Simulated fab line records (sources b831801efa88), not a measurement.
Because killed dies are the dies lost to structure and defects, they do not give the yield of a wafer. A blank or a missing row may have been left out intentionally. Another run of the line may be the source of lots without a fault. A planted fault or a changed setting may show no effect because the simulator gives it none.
What tool caused it? ; flow gf180mcu ; Sampling: 12 lots, 36 wafers, 4 of 602 route steps

== WHAT THE GAUGES SHOWED, per wafer ==
GF_M2_RS_MEAS_05: the measuring method here is four-point-probe. Usual: for M2_ALCU_RS the level is 0.0671 ohm/sq and the standard deviation is 0.00082.
lot;measured;on;M2_ALCU_RS (ohm/sq);flag
L991;day 17 17:31;film_metro-04;0.0661 0.0677 0.0670;
L992;day 18 04:19;film_metro-01;0.0668 0.0670 0.0662;
L993;day 18 14:36;film_metro-04;0.0660 0.0662 0.0665;
L997;day 20 07:17;film_metro-02;0.0681 0.0674 0.0672;
L999;day 21 00:56;film_metro-01;0.0681 0.0681 0.0685;
L106;day 24 02:14;film_metro-01;0.0682 0.0686 0.0682;
L107;day 24 15:20;film_metro-02;0.0659 0.0660 0.0658;
L109;day 24 19:42;film_metro-02;0.0672 0.0674 0.0675;
L110;day 25 09:19;film_metro-02;0.0672 0.0668 0.0673;
L112;day 25 16:43;film_metro-01;0.0670 0.0677 0.0675;
L113;day 25 22:19;film_metro-04;0.0670 0.0667 0.0659;
L114;day 26 04:20;film_metro-02;0.0654 0.0661 0.0658;

== WHICH TOOL RAN EACH LOT (tool, then ch and the chambers of the sampled wafers, then the start) ==
lot;GF_V1_SPUTTER_21;GF_V1_SPUTTER_22;GF_M2_SPUTTER_02
L991;pvd_sputter-04, day 17 16:34;pvd_sputter-04, day 17 16:38;pvd_sputter-03, day 17 17:24
L992;pvd_sputter-03, day 18 03:24;pvd_sputter-03, day 18 03:28;pvd_sputter-01, day 18 04:13
L993;pvd_sputter-04, day 18 13:40;pvd_sputter-04, day 18 13:44;pvd_sputter-01, day 18 14:29
L997;pvd_sputter-04, day 20 06:23;pvd_sputter-04, day 20 06:26;pvd_sputter-03, day 20 07:12
L999;pvd_sputter-02, day 20 23:47;pvd_sputter-02, day 20 23:50;pvd_sputter-03, day 21 00:44
L106;pvd_sputter-03, day 24 01:20;pvd_sputter-03, day 24 01:23;pvd_sputter-02, day 24 02:09
L107;pvd_sputter-04, day 24 14:26;pvd_sputter-04, day 24 14:29;pvd_sputter-01, day 24 15:15
L109;pvd_sputter-03, day 24 18:47;pvd_sputter-03, day 24 18:51;pvd_sputter-01, day 24 19:37
L110;pvd_sputter-04, day 25 08:24;pvd_sputter-04, day 25 08:28;pvd_sputter-03, day 25 09:13
L112;pvd_sputter-04, day 25 15:48;pvd_sputter-04, day 25 15:52;pvd_sputter-01, day 25 16:38
L113;pvd_sputter-04, day 25 21:23;pvd_sputter-04, day 25 21:26;pvd_sputter-02, day 25 22:12
L114;pvd_sputter-02, day 26 03:23;pvd_sputter-02, day 26 03:27;pvd_sputter-01, day 26 04:13
- GF_V1_SPUTTER_21: material Ti, target thk 15 nm, time 80.02 s.
- GF_V1_SPUTTER_22: material TiN, target thk 10 nm, time 40 s.
- GF_M2_SPUTTER_02: material AlCu, target thk 450 nm, time 24.8 s.

== WHAT THE TOOLS THEMSELVES READ (means of the sampled wafers that have a number; where no wafer has one, the mark that the record gives instead) ==
GF_V1_SPUTTER_21. Usual: cathode_dc_power_W 2500.0 W, standard deviation 0.44; chamber_pressure_pa 5.001 Pa, standard deviation 0.0093; throttle_valve_pct 29.7 %, standard deviation 0.85.
lot;tool;cathode_dc_power_W (W);chamber_pressure_pa (Pa);throttle_valve_pct (%);flag
L991;pvd_sputter-04;2500.1;4.996;29.3;
L992;pvd_sputter-03;2499.6;4.991;29.5;
L993;pvd_sputter-04;2500.3;5.003;29.2;
L997;pvd_sputter-04;-;-;-;OFF
L999;pvd_sputter-02;-;-;-;OFF
L106;pvd_sputter-03;2500.0;5.000;29.4;
L107;pvd_sputter-04;2500.2;5.000;30.6;
L109;pvd_sputter-03;2500.2;5.010;28.6;
L110;pvd_sputter-04;2500.2;5.015;30.1;
L112;pvd_sputter-04;2500.1;5.002;30.2;
L113;pvd_sputter-04;2500.0;5.002;30.2;
L114;pvd_sputter-02;2500.0;5.007;30.1;

GF_V1_SPUTTER_22. Usual: cathode_dc_power_W 4000.1 W, standard deviation 0.75; chamber_pressure_pa 5.000 Pa, standard deviation 0.0083; throttle_valve_pct 29.7 %, standard deviation 0.84.
lot;tool;cathode_dc_power_W (W);chamber_pressure_pa (Pa);throttle_valve_pct (%);flag
L991;pvd_sputter-04;3999.7;4.997;29.5;
L992;pvd_sputter-03;4000.5;5.003;29.6;
L993;pvd_sputter-04;3999.7;4.992;29.3;
L997;pvd_sputter-04;4000.5;5.007;29.9;
L999;pvd_sputter-02;4000.1;4.992;29.8;
L106;pvd_sputter-03;4000.4;4.990;29.3;
L107;pvd_sputter-04;4000.0;5.001;30.5;
L109;pvd_sputter-03;3999.8;5.003;28.8;
L110;pvd_sputter-04;3999.8;4.999;30.0;
L112;pvd_sputter-04;3999.9;5.001;30.2;
L113;pvd_sputter-04;4000.5;4.997;30.0;
L114;pvd_sputter-02;3999.8;5.005;30.4;

GF_M2_SPUTTER_02. Usual: cathode_dc_power_W 10600 W, standard deviation 1.9; chamber_pressure_pa 0.4000 Pa, standard deviation 0.00088; throttle_valve_pct 29.8 %, standard deviation 0.96.
lot;tool;cathode_dc_power_W (W);chamber_pressure_pa (Pa);throttle_valve_pct (%);flag
L991;pvd_sputter-03;10599;0.3999;29.3;
L992;pvd_sputter-01;10598;0.4001;30.1;
L993;pvd_sputter-01;10599;0.3998;30.4;
L997;pvd_sputter-03;10601;0.4013;29.6;
L999;pvd_sputter-03;10601;0.4004;29.8;
L106;pvd_sputter-02;10599;0.3995;28.7;
L107;pvd_sputter-01;10601;0.3996;30.5;
L109;pvd_sputter-01;10598;0.3994;30.2;
L110;pvd_sputter-03;10598;0.4003;28.9;
L112;pvd_sputter-01;10600;0.4004;30.5;
L113;pvd_sputter-02;10600;0.3996;29.4;
L114;pvd_sputter-01;10600;0.4006;30.9;

== THE ANSWER, worked out from the rows above alone ==
Rule: a lot is off if the mean of its wafers that have a number lies more than 3 standard deviations from the usual mean. A lot without any number at a reading at which 4 lots or more have one is off too. Any other lot the step has rows for is counted as sound. First the gauges in route order, then the tools' own readings, where a lot's mean is used as printed above. At the first step where some lot is off, the reading lying furthest off is the one used; lots without a number count as furthest.
Off: L997, L999, at GF_V1_SPUTTER_21 (cathode_dc_power_W). Without a number there: L997, L999.
A tool fits if, at that step or a process step before it, it ran every lot that is off, and no sound lot after the first of them. None of those tried fits.

== WHAT HAD BEEN PUT IN BY THE SIMULATOR ==
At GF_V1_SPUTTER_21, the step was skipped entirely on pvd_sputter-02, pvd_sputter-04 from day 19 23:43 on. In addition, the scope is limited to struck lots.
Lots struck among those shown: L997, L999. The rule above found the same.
